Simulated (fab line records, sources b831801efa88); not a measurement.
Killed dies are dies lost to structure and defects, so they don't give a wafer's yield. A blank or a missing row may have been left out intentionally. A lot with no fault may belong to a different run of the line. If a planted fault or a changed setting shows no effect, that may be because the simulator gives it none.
Comparing a struck lot with a sound one / flow sky130 / 17 steps out of a route of 708
Sound: these wafers, L642.1, L642.2, L642.4. Wafers L645.3, L645.5, L645.6 were the ones struck. The cause is named last.
Per side, at each step with rows, come the tool, then ch with its chambers, and then its first start. Under that, the readings that differ: sound wafers / struck wafers / difference of the means / sigmas: that difference in standard deviations of wafers without a fault.
alike: words and numbers the same on both sides, and readings whose means are apart by under 2 such deviations; not compared: readings that were withheld, readings missing a value for some wafer, numbers with overlapping values and no deviation given by the record, and bounds like >300 which may hide the same value.
A row with sigmas, a row that says differs or no value, or rows on one side alone: a step with any of these is where the two part. Non-overlapping numbers with no deviation appear without sigmas and do not part them. A reading missing from all wafers of one side parts the sides only when that side holds two or more wafers.

first, 3 steps without rows for these wafers: SKY_LI_CONTACT_EXPOSE_09 (exposes mask LICM1, target cd 170 nm); SKY_LI_CONTACT_PEB_10; SKY_LI_CONTACT_DEVELOP_11 (develop time 60 s).
SKY_LI_CONTACT_CD_MEAS_12: target cd 170 nm.
  struck on cdSem-01, day 33 15:22; sound on cdSem-01, day 33 01:16
  alike: cdNm
SKY_LI_CONTACT_OVL_MEAS_13:
  struck on overlay-02, day 33 15:28; sound on overlay-02, day 33 01:23
  alike: LI_CONTACT_OVL
then, 1 step without rows for these wafers: SKY_LI_CONTACT_ETCH_14 (etches BARC in N2/H2, stops on SiO2, time 45.9 s, target depth 60 nm).
SKY_LI_CONTACT_ETCH_15: etches PSG in C4F8/O2/Ar, stops on Si, target depth 600 nm.
  sound on rieDiel-02 ch 0,1,3, day 33 01:28; struck on rieDiel-03 ch 0,2,3, day 33 15:32
  alike: oesProductAu
SKY_LI_CONTACT_STRIP_16: strips in O2/N2.
  sound on plasmaAsher-03 ch 0,1, day 33 01:32; struck on plasmaAsher-03 ch 0,1, day 33 15:39
  alike: drypumpMotorCurrentA, oesProductAu, stripTimeToEndpointS
  not compared: rfHoursCounterH
then, 2 steps without rows for these wafers: SKY_LI_CONTACT_CLEAN_17 (cleans in NMP, time 600 s); SKY_LI_CONTACT_PRE_CLEAN_18 (time 5.6 s).
SKY_LI_CONTACT_SPUTTER_19: material Ti, target thk 20 nm, time 106.37 s.
  struck on pvdSputter-02, day 33 15:55; sound on pvdSputter-02, day 33 01:50
  alike: throttleValvePct
SKY_LI_CONTACT_SPUTTER_20: material TiN, target thk 20 nm, time 80 s.
  struck on pvdSputter-02, day 33 15:59; sound on pvdSputter-02, day 33 01:55
  alike: throttleValvePct
SKY_LI_CONTACT_CVD_21: deposits W, target thk 400 nm, time 120.56 s.
  sound on cvdW-01 ch 0,1, day 33 01:58; struck on cvdW-01 ch 0,1, day 33 16:05
reading=chamberPressureTorr (Torr); sound=40.08 39.94 39.90; struck=32.72 32.70 32.81; difference=-7.23; sigmas=-84
reading=model.W_of_LI_CONTACT_CVD_21.thkNm (nm); sound=392.5 397.7 399.9; struck=356.1 358.1 359.8; difference=-38.7; sigmas=
  alike: heaterPowerW
SKY_LI_CONTACT_RS_MEAS_22: measures by four-point-probe.
  struck on filmMetro-01, day 33 16:13; sound on filmMetro-01, day 33 02:06
reading=LI_CONTACT_W_RS (ohm/sq); sound=0.291 0.287 0.286; struck=0.322 0.319 0.318; difference=+0.032; sigmas=+7
SKY_LI_CONTACT_THK_MEAS_23: measures by xrf.
  struck on filmMetro-01, day 33 16:19; sound on filmMetro-01, day 33 02:13
reading=LI_CONTACT_W_THK (nm); sound=395 400 402; struck=359 358 362; difference=-39; sigmas=-5
SKY_LI_CONTACT_CMP_24: polishes, stops on PSG, t overpolish 20 s, target thk 0 nm.
  sound on cmp-01 ch 0,1,2, day 33 02:25; struck on cmp-01 ch 1,2,3, day 33 16:30
  alike: headPressurePsi, motorCurrentA
SKY_PAD_OPEN_PROBE_99:
  the record holds rows for the sound wafers here (prober-02, day 48 14:26) but none for the struck ones

## WHERE THEY PART
Last at SKY_PAD_OPEN_PROBE_99 as far as this record goes, first at SKY_LI_CONTACT_CVD_21.

WHY: what had been put in by the simulator
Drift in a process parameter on cvdW-01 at SKY_LI_CONTACT_CVD_21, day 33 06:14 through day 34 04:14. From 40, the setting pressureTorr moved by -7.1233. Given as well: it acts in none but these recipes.
